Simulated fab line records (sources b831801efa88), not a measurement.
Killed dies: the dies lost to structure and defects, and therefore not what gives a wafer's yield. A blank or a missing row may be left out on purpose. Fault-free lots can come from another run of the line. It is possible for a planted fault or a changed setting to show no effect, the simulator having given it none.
Which tool is to blame?	flow gf180mcu	route of 602 steps, sampled at 1 step: 6 lots, 18 wafers

== WHAT EACH GAUGE READ, for each wafer ==
GF_V5_CD_MEAS_14: the cd target is 260 nm.
lot	measured	on	cd_nm (nm)
L287	day 27 13:16	cd_sem-02	260.1 259.7 259.6
L289	day 28 13:37	cd_sem-02	261.1 262.2 261.6
L292	day 29 04:19	cd_sem-02	259.4 259.4 259.5
L299	day 31 05:56	cd_sem-01	259.9 260.9 261.5
L306	day 32 21:34	cd_sem-01	260.5 259.5 259.1
L308	day 33 09:38	cd_sem-01	262.0 261.5 262.1

== TOOL THAT RAN EACH LOT (tool first, then ch and the chambers of the sampled wafers, then the start) ==
No process step before these readings appears in the record.

== THE ANSWER, worked out from the rows above alone ==
Rule: the usual values come from the lots themselves. The widest of any qualifying gaps counts: lots, ordered by their means at a reading, are off when they make up no more than a third of the lots, leave a main group of 4 or more, and stand apart from it by 3 or more times the standard deviation of that group's means. A main group is skipped when, at the precision printed for the reading in the tables above, its means are all equal. A lot without any number at a reading at which 4 lots or more have one is off too. The other lots that the step has rows for count as sound.
No lot is off on any of the readings shown, so nothing can be concluded from this.

== WHAT HAD BEEN PUT IN BY THE SIMULATOR ==
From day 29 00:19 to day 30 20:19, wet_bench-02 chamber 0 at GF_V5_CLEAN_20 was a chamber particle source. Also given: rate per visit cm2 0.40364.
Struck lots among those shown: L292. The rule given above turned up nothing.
